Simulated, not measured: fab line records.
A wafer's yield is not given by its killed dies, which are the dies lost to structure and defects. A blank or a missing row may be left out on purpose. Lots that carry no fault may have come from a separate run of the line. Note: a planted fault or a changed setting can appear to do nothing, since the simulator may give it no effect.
fab line records    flow sky130
record: lots: 14  wafers: 42  last-day: 50
route steps=708 shown NWELL@32 VIA2@528 CAPM@549 METAL5@664 PAD_OPEN@708
lots untouched by any fault: they come from a run of this same line in which no faults occurred
start-h: start of the lot's first displayed wafer, in hours after the record's first day    wait-h: hours since the lot's step before    " repeats the value in the row above    L1.1+2: a single row standing in for several wafers    - no value, or no start given    * or withheld: withheld    < > ~ a bound
route shown NAME@n: names a module that has steps shown in the file, with the first one's number in the route    usual: average and standard deviation across the fault-free wafers    same: alike in all rows    chamber/n: place in a boat    sites: the reading at each site    _std_site: standard deviation across them    _edge_site: mean of outer sites minus mean of inner sites    radius-mm: for every site, how far away it sits from the centre of the wafer    mask NAME#n: copy n    behind: tool/chamber where the wafer was last shaped    hold: the reason the lot was held/the length of the hold in hours/how it ended    device: names the non-switching transistor (n, p or np)    end of line: tests of these same wafers at the route's end    a step with no rows: only its recipe    killed: count of dies lost to structure and defects at first sort (not the wafer's yield)    map: dies across one wafer; x = killed, . = not, _ = none there
set.NAME: the setting as run; set.NAME@STEP: as run at that earlier step    model.NAME: the simulator's own value behind a step, which no gauge read
the route's steps for a sample of lots (tables are steps, rows are wafers)
services: from which hour (start-h, from the record's first day; less than 0 if before it) a tool's chamber was out of use, for how many hours, and why
== steps ==
step: SKY_NWELL_CLEAN_00
recipe: chemistry: SC1/SC2  mix: 1:4:20  temp-c: 70  time-s: 150  dry: n2-spin
lot.wafer   tool          chamber  start-h  wait-h
L982.3+4+5  wet-bench-02  3        36.12    0.0
L984.2+4+5  wet-bench-04  2        42.59    0.0
L985.4+5+6  wet-bench-01  1        48.22    0.0
L986.1+3+6  wet-bench-02  2        55.83    0.0
L987.3+4+5  wet-bench-02  1        60.05    0.0
L992.4+5+6  wet-bench-02  3        86.78    0.0
L993.1+2+6  wet-bench-02  3        90.63    0.0
L994.2+4+5  wet-bench-02  2        97.09    0.0
L997.2+4+5  wet-bench-04  3        110.70   0.0
L999.1+5+6  wet-bench-04  2        126.85   0.0
L100.1+3+5  wet-bench-04  2        130.64   0.0
L101.1+4+6  wet-bench-04  1        132.66   0.0
L103.2+5+6  wet-bench-01  1        142.49   0.0
L105.2+3+6  wet-bench-04  1        155.77   0.0
step: SKY_VIA2_CVD_21
recipe: material: W  target-thk-nm: 420  time-s: 126.4  temp-c: 398.8  pressure-torr: 40
usual: heater-power-w: 936/64
lot.wafer  tool      chamber  start-h  wait-h  heater-power-w
L982.3     cvd-w-01  1        849.18   0.1     1030
L982.4     "         0        "        "       951
L982.5     "         0        "        "       957
L984.2     cvd-w-01  0        857.14   0.0     929
L984.4     "         0        "        "       978
L984.5     "         0        "        "       919
L985.4     cvd-w-01  1        865.75   0.1     991
L985.5     "         1        "        "       990
L985.6     "         0        "        "       945
L986.1     cvd-w-02  1        879.74   0.0     855
L986.3     "         1        "        "       853
L986.6     "         0        "        "       995
L987.3     cvd-w-01  0        887.72   0.1     928
L987.4     "         1        "        "       957
L987.5     "         0        "        "       935
L992.4     cvd-w-02  1        921.92   0.1     844
L992.5     "         1        "        "       858
L992.6     "         0        "        "       1017
L993.1     cvd-w-02  1        934.73   0.0     867
L993.2     "         0        "        "       991
L993.6     "         1        "        "       862
L994.2     cvd-w-02  1        938.91   0.0     848
L994.4     "         0        "        "       1031
L994.5     "         1        "        "       840
L997.2     cvd-w-02  0        954.97   0.1     1013
L997.4     "         0        "        "       1015
L997.5     "         0        "        "       998
L999.1     cvd-w-01  0        975.09   0.0     900
L999.5     "         1        "        "       910
L999.6     "         0        "        "       898
L100.1     cvd-w-01  1        983.03   0.0     932
L100.3     "         0        "        "       892
L100.5     "         1        "        "       915
L101.1     cvd-w-01  0        984.88   0.0     884
L101.4     "         1        "        "       912
L101.6     "         0        "        "       904
L103.2     cvd-w-01  1        994.84   0.0     925
L103.5     "         0        "        "       885
L103.6     "         1        "        "       921
L105.2     cvd-w-02  1        1010.18  0.0     845
L105.3     "         0        "        "       1008
L105.6     "         1        "        "       863
step: SKY_CAPM_OVL_MEAS_12
usual: CAPM_OVL: -1.2/1.4
lot.wafer  tool        chamber  start-h  wait-h  CAPM_OVL[nm]
L982.3     overlay-02  -        876.06   0.1     -2.5
L982.4     "           -        "        "       -0.5
L982.5     "           -        "        "       -1.8
L984.2     overlay-02  -        882.96   0.1     -2.8
L984.4     "           -        "        "       -4.0
L984.5     "           -        "        "       -3.7
L985.4     overlay-01  -        892.77   0.1     -2.9
L985.5     "           -        "        "       -1.5
L985.6     "           -        "        "       -1.8
L986.1     overlay-02  -        905.73   0.1     -1.5
L986.3     "           -        "        "       -2.1
L986.6     "           -        "        "       -2.3
L987.3     overlay-02  -        912.58   0.1     -0.6
L987.4     "           -        "        "       -0.2
L987.5     "           -        "        "       -0.1
L992.4     overlay-02  -        946.75   0.1     0.1
L992.5     "           -        "        "       1.4
L992.6     "           -        "        "       2.1
L993.1     overlay-01  -        960.27   0.1     -1.4
L993.2     "           -        "        "       1.3
L993.6     "           -        "        "       -0.4
L994.2     overlay-01  -        964.42   0.1     -5.1
L994.4     "           -        "        "       -3.6
L994.5     "           -        "        "       -3.1
L997.2     overlay-02  -        979.94   0.1     -1.9
L997.4     "           -        "        "       -0.5
L997.5     "           -        "        "       -1.7
L999.1     overlay-02  -        998.92   0.1     -1.3
L999.5     "           -        "        "       -0.7
L999.6     "           -        "        "       -0.5
L100.1     overlay-02  -        1007.72  0.1     0.0
L100.3     "           -        "        "       -0.2
L100.5     "           -        "        "       -3.2
L101.1     overlay-02  -        1008.25  0.1     0.4
L101.4     "           -        "        "       -0.4
L101.6     "           -        "        "       -1.4
L103.2     overlay-01  -        1019.14  0.1     -1.0
L103.5     "           -        "        "       -1.0
L103.6     "           -        "        "       1.0
L105.2     overlay-01  -        1033.94  0.1     -2.3
L105.3     "           -        "        "       -5.2
L105.6     "           -        "        "       -2.3
step: SKY_METAL5_SPUTTER_03
recipe: material: Ti  target-thk-nm: 5  power-w: 3000  time-s: 3.3  chamber-pressure-pa: 0.4
usual: chamber-pressure-pa: 0.3999/0.0008  throttle-valve-pct: 30.5/1.2
lot.wafer  tool            chamber  start-h  wait-h  chamber-pressure-pa  throttle-valve-pct
L982.3     pvd-sputter-04  -        1004.73  0.0     0.4000               29.7
L982.4     "               -        "        "       0.4002               28.7
L982.5     "               -        "        "       0.3999               28.6
L984.2     pvd-sputter-04  -        1012.84  0.0     0.3996               28.9
L984.4     "               -        "        "       0.4002               28.8
L984.5     "               -        "        "       0.3990               29.8
L985.4     pvd-sputter-04  -        1018.84  0.0     0.4002               29.5
L985.5     "               -        "        "       0.4005               31.0
L985.6     "               -        "        "       0.4008               28.9
L986.1     pvd-sputter-01  -        1032.13  0.0     0.4001               31.5
L986.3     "               -        "        "       0.3991               28.4
L986.6     "               -        "        "       0.3994               28.6
L987.3     pvd-sputter-03  -        1039.23  0.0     0.3997               30.9
L987.4     "               -        "        "       0.4001               31.3
L987.5     "               -        "        "       0.4005               30.0
L992.4     pvd-sputter-01  -        1068.93  0.0     0.4014               31.2
L992.5     "               -        "        "       0.3992               31.9
L992.6     "               -        "        "       0.3994               28.3
L993.1     pvd-sputter-01  -        1080.56  0.0     0.3989               31.9
L993.2     "               -        "        "       0.4001               30.7
L993.6     "               -        "        "       0.4005               28.8
L994.2     pvd-sputter-04  -        1084.09  0.0     0.3985               31.0
L994.4     "               -        "        "       0.3999               29.0
L994.5     "               -        "        "       0.3975               30.8
L997.2     pvd-sputter-03  -        1096.87  0.0     0.3997               29.5
L997.4     "               -        "        "       0.4004               30.2
L997.5     "               -        "        "       0.3996               29.5
L999.1     pvd-sputter-01  -        1114.27  0.0     0.3991               30.8
L999.5     "               -        "        "       0.3991               30.6
L999.6     "               -        "        "       0.3994               31.1
L100.1     pvd-sputter-03  -        1122.98  0.0     0.3991               30.2
L100.3     "               -        "        "       0.4004               29.6
L100.5     "               -        "        "       0.3988               30.2
L101.1     pvd-sputter-04  -        1123.42  0.0     0.4009               29.4
L101.4     "               -        "        "       0.3991               32.7
L101.6     "               -        "        "       0.3991               32.6
L103.2     pvd-sputter-04  -        1131.27  0.0     0.4008               29.7
L103.5     "               -        "        "       0.4010               28.8
L103.6     "               -        "        "       0.3999               31.0
L105.2     pvd-sputter-01  -        1145.28  0.0     0.3997               31.3
L105.3     "               -        "        "       0.3988               30.5
L105.6     "               -        "        "       0.4012               31.8
step: SKY_PAD_OPEN_PROBE_99
usual: killed_at_M0_to_M3: 43/6.3  killed_at_M4_up: 3.1/1.9  killed-at-contacts: 24/5.1  killed-at-front-end: 14/4.3  killed-at-other: 0.3/0.53  killed-dies: 85/8.8  killed-on-rim: 17/3.9  killed-open: 46/7.1  killed-short: 38/5.9
same: gross-dies: 492  killed-at-back-side: 0
lot.wafer  tool       chamber  start-h  wait-h  killed_at_M0_to_M3  killed_at_M4_up  killed-at-contacts  killed-at-front-end  killed-at-other  killed-dies  killed-on-rim  killed-open  killed-short
L985.4     prober-02  -        1087.70  0.2     46                  4                27                  14                   1                92           21             51           40
L985.5     prober-02  -        1087.75  0.2     38                  5                23                  19                   0                85           21             44           41
L985.6     prober-02  -        1087.80  0.2     42                  4                20                  9                    1                76           14             35           40
L987.3     prober-02  -        1105.66  0.2     42                  2                33                  13                   0                90           15             47           43
L987.4     prober-02  -        1105.71  0.2     51                  1                20                  14                   0                86           17             47           39
L987.5     prober-02  -        1105.76  0.2     50                  1                30                  13                   0                94           19             47           47
L992.4     prober-01  -        1132.72  0.2     56                  3                26                  7                    0                92           18             54           38
L992.5     prober-01  -        1132.77  0.2     51                  1                22                  6                    0                80           15             53           27
L992.6     prober-01  -        1132.82  0.2     42                  0                31                  21                   0                94           16             54           40
L993.1     prober-02  -        1143.33  0.1     44                  5                20                  62                   0                131          19             45           47
L993.2     prober-02  -        1143.38  0.1     43                  4                25                  61                   1                134          16             51           39
L993.6     prober-02  -        1143.58  0.2     41                  4                19                  68                   0                132          17             40           40
L994.2     prober-01  -        1145.50  0.1     42                  2                17                  58                   0                119          20             41           39
L994.4     prober-01  -        1145.60  0.2     38                  4                20                  57                   0                119          18             39           34
L994.5     prober-01  -        1145.65  0.2     42                  2                26                  61                   1                132          20             40           51
L997.2     prober-02  -        1157.33  0.1     45                  6                25                  17                   1                94           21             54           40
L997.4     prober-02  -        1157.43  0.2     47                  6                30                  14                   0                97           20             53           44
L997.5     prober-02  -        1157.48  0.2     40                  3                24                  20                   0                87           11             45           42
L999.1     prober-02  -        1172.55  0.1     41                  1                21                  16                   1                80           16             46           33
L999.5     prober-02  -        1172.75  0.2     39                  1                26                  12                   1                79           20             35           43
L999.6     prober-02  -        1172.80  0.2     41                  3                19                  17                   1                81           14             35           46
L103.2     prober-02  -        1187.95  0.1     37                  3                28                  5                    1                74           18             39           34
L103.5     prober-02  -        1188.10  0.2     45                  1                32                  18                   1                97           13             47           50
L103.6     prober-02  -        1188.15  0.2     43                  1                38                  8                    0                90           23             46           43
killed by level:class
L985.4 VIA1:geometric-particle:open=13 CONTACT:geometric-particle:open=10 LOCAL_INTERCONNECT:geometric-particle:short=7 FIELD_ISO:geometric-particle:short=6 LI_CONTACT:geometric-particle:open=6 VIA3:geometric-particle:open=6 VIA1:geometric-particle:short=5 METAL1:geometric-particle:short=5
L985.5 LI_CONTACT:geometric-particle:open=9 VIA3:geometric-particle:open=9 VIA1:geometric-particle:open=8 POLY_GATE:geometric-particle:short=6 METAL1:geometric-particle:short=6 CONTACT:geometric-particle:open=5 VIA2:geometric-particle:open=4 VIA3:geometric-particle:short=4
L985.6 LI_CONTACT:geometric-particle:open=9 METAL1:geometric-particle:short=7 VIA3:geometric-particle:open=6 VIA1:geometric-particle:open=5 VIA2:geometric-particle:short=5 VIA2:geometric-particle:open=5 CONTACT:geometric-particle:short=4 METAL2:geometric-particle:short=4
L987.3 CONTACT:geometric-particle:open=10 LI_CONTACT:geometric-particle:open=9 METAL1:geometric-particle:short=8 CONTACT:geometric-particle:short=6 VIA1:geometric-particle:short=6 VIA2:geometric-particle:open=6 VIA3:geometric-particle:open=6 LOCAL_INTERCONNECT:geometric-particle:short=5
L987.4 CONTACT:geometric-particle:open=9 VIA3:geometric-particle:open=9 VIA2:geometric-particle:open=9 VIA1:geometric-particle:open=8 METAL2:geometric-particle:short=7 METAL1:geometric-particle:short=5 METAL3:geometric-particle:short=5 CONTACT:geometric-particle:short=4
L987.5 VIA1:geometric-particle:open=11 LI_CONTACT:geometric-particle:open=9 CONTACT:geometric-particle:open=8 METAL2:geometric-particle:short=7 LOCAL_INTERCONNECT:geometric-particle:short=6 METAL1:geometric-particle:short=6 VIA2:geometric-particle:short=6 VIA3:geometric-particle:open=6
L992.4 VIA1:geometric-particle:open=12 CONTACT:geometric-particle:open=11 VIA3:geometric-particle:open=10 CONTACT:geometric-particle:short=7 VIA1:geometric-particle:short=7 LI_CONTACT:geometric-particle:open=5 VIA2:geometric-particle:open=5 METAL1:geometric-particle:short=5
L992.5 VIA1:geometric-particle:open=15 CONTACT:geometric-particle:open=12 VIA2:geometric-particle:open=10 VIA3:geometric-particle:open=6 METAL2:geometric-particle:short=5 VIA3:geometric-particle:short=4 LI_CONTACT:geometric-particle:open=3 CONTACT:geometric-particle:short=3
L992.6 CONTACT:geometric-particle:open=14 VIA2:geometric-particle:open=10 CONTACT:geometric-particle:short=9 FIELD_ISO:geometric-particle:short=7 METAL2:geometric-particle:short=7 VIA3:geometric-particle:open=6 VIA1:geometric-particle:open=5 FIELD_ISO:geometric-particle:open=4
L993.1 NWELL:unspecified=39 FIELD_ISO:geometric-particle:short=10 VIA2:geometric-particle:open=8 CONTACT:geometric-particle:open=8 VIA3:geometric-particle:open=7 VIA1:geometric-particle:open=6 METAL1:geometric-particle:short=5 FIELD_ISO:geometric-particle:open=4
L993.2 NWELL:unspecified=44 CONTACT:geometric-particle:open=11 METAL2:geometric-particle:short=8 VIA3:geometric-particle:open=8 VIA1:geometric-particle:open=7 LI_CONTACT:geometric-particle:open=6 VIA1:geometric-particle:short=6 CONTACT:geometric-particle:short=5
L993.6 NWELL:unspecified=52 VIA1:geometric-particle:open=7 CONTACT:geometric-particle:open=7 METAL2:geometric-particle:short=6 VIA1:geometric-particle:short=5 LI_CONTACT:geometric-particle:open=5 VIA3:geometric-particle:open=5 VIA3:geometric-particle:short=5
L994.2 NWELL:unspecified=39 VIA1:geometric-particle:open=9 FIELD_ISO:geometric-particle:short=8 METAL1:geometric-particle:short=8 CONTACT:geometric-particle:open=8 VIA2:geometric-particle:open=7 LI_CONTACT:geometric-particle:open=6 VIA1:geometric-particle:short=6
L994.4 NWELL:unspecified=46 VIA1:geometric-particle:open=12 CONTACT:geometric-particle:open=7 LI_CONTACT:geometric-particle:open=6 METAL1:geometric-particle:short=6 VIA3:geometric-particle:short=5 FIELD_ISO:geometric-particle:short=4 LOCAL_INTERCONNECT:geometric-particle:short=4
L994.5 NWELL:unspecified=41 CONTACT:geometric-particle:open=9 LI_CONTACT:geometric-particle:open=8 METAL1:geometric-particle:short=8 VIA1:geometric-particle:open=8 LOCAL_INTERCONNECT:geometric-particle:short=7 FIELD_ISO:geometric-particle:open=5 METAL3:geometric-particle:short=5
L997.2 VIA2:geometric-particle:open=12 CONTACT:geometric-particle:open=11 FIELD_ISO:geometric-particle:short=7 VIA3:geometric-particle:open=7 VIA1:geometric-particle:short=5 VIA1:geometric-particle:open=5 POLY_GATE:geometric-particle:short=4 POLY_GATE:geometric-particle:open=4
L997.4 CONTACT:geometric-particle:open=12 VIA1:geometric-particle:open=10 VIA2:geometric-particle:open=8 METAL1:geometric-particle:short=7 VIA3:geometric-particle:open=7 LI_CONTACT:geometric-particle:open=6 LOCAL_INTERCONNECT:geometric-particle:short=5 POLY_GATE:geometric-particle:short=4
L997.5 LI_CONTACT:geometric-particle:open=10 FIELD_ISO:geometric-particle:open=7 METAL1:geometric-particle:short=7 VIA1:geometric-particle:open=7 FIELD_ISO:geometric-particle:short=6 CONTACT:geometric-particle:open=6 METAL3:geometric-particle:short=5 VIA3:geometric-particle:open=5
L999.1 VIA1:geometric-particle:open=10 LI_CONTACT:geometric-particle:open=7 CONTACT:geometric-particle:open=7 VIA3:geometric-particle:open=7 VIA2:geometric-particle:open=6 FIELD_ISO:geometric-particle:short=5 POLY_GATE:geometric-particle:short=4 LOCAL_INTERCONNECT:geometric-particle:short=4
L999.5 VIA1:geometric-particle:open=12 VIA3:geometric-particle:open=7 FIELD_ISO:geometric-particle:short=6 LI_CONTACT:geometric-particle:short=6 LI_CONTACT:geometric-particle:open=6 CONTACT:geometric-particle:short=5 LOCAL_INTERCONNECT:geometric-particle:short=5 METAL2:geometric-particle:short=5
L999.6 VIA1:geometric-particle:open=9 METAL2:geometric-particle:short=8 LI_CONTACT:geometric-particle:open=6 CONTACT:geometric-particle:short=6 METAL1:geometric-particle:short=5 VIA1:geometric-particle:short=5 FIELD_ISO:geometric-particle:short=4 POLY_GATE:geometric-particle:short=4
L103.2 CONTACT:geometric-particle:open=10 CONTACT:geometric-particle:short=9 VIA3:geometric-particle:open=7 VIA2:geometric-particle:open=6 LI_CONTACT:geometric-particle:open=5 VIA1:geometric-particle:short=5 VIA1:geometric-particle:open=5 METAL1:geometric-particle:short=3
L103.5 CONTACT:geometric-particle:open=11 VIA3:geometric-particle:open=8 VIA1:geometric-particle:open=8 CONTACT:geometric-particle:short=8 VIA1:geometric-particle:short=8 FIELD_ISO:geometric-particle:short=6 LI_CONTACT:geometric-particle:open=6 VIA2:geometric-particle:open=6
L103.6 CONTACT:geometric-particle:open=12 LI_CONTACT:geometric-particle:open=11 VIA1:geometric-particle:open=10 METAL2:geometric-particle:short=9 LOCAL_INTERCONNECT:geometric-particle:short=6 VIA2:geometric-particle:open=5 LI_CONTACT:geometric-particle:short=4 CONTACT:geometric-particle:short=4
== services ==
tool            chamber  start-h  hours  kind
pvd-sputter-04  -        14.74    2.4    repair
cvd-w-02        -        47.44    0.3    repair
cvd-w-01        -        58.86    1.4    repair
pvd-sputter-04  -        149.37   1.3    repair
cvd-w-02        1        261.11   11.3   repair
cvd-w-01        -        263.82   2.8    pm
cvd-w-02        -        269.34   6.9    pm
cvd-w-02        -        286.48   2.8    pm
cvd-w-02        1        294.57   1.5    repair
cvd-w-02        -        297.66   14.6   pm
wet-bench-02    -        310.15   1.5    repair
cvd-w-02        1        314.15   5.0    repair
wet-bench-02    -        318.27   4.4    pm
cvd-w-01        -        383.85   0.5    repair
cvd-w-02        -        390.00   14.0   pm
cvd-w-01        -        473.88   0.5    repair
cvd-w-01        1        485.09   1.7    repair
cvd-w-01        0        669.45   11.7   repair
cvd-w-01        -        760.06   0.5    repair
cvd-w-01        -        838.66   4.3    pm
cvd-w-01        0        850.01   6.5    repair
cvd-w-01        -        862.91   0.5    repair
cvd-w-01        -        904.00   14.0   pm
cvd-w-01        -        988.35   0.6    repair
== key ==
first-sign: step: SKY_PAD_OPEN_PROBE_99  reading: killed-at-front-end  direction: up  sigmas: 11  usual: 14  struck: 61
effect: step: SKY_PAD_OPEN_PROBE_99  reading: killed-dies  direction: up  sigmas: 4.9  usual: 85  struck: 128
met-at SKY_NWELL_CLEAN_00
struck-lots L993,L994
tester-left-out L993,L994
not-acting-at SKY_VIA2_CVD_21,SKY_CAPM_OVL_MEAS_12,SKY_METAL5_SPUTTER_03
onset-between 86.78 90.63
fault: kind: chamber-particle-source  tool: wet-bench-02  chamber: -  onset-h: 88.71  steps: SKY_NWELL_CLEAN_00  rate-per-visit-cm2: 0.49568  end-h: 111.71
tester-left-out: of these lots the tester's yield and bins aren't shown, on N5 and GAA mostly nor the transistor test; their killed dies are dies lost to structure and defects alone, not to doping, threshold or leakage, so they don't give the yield
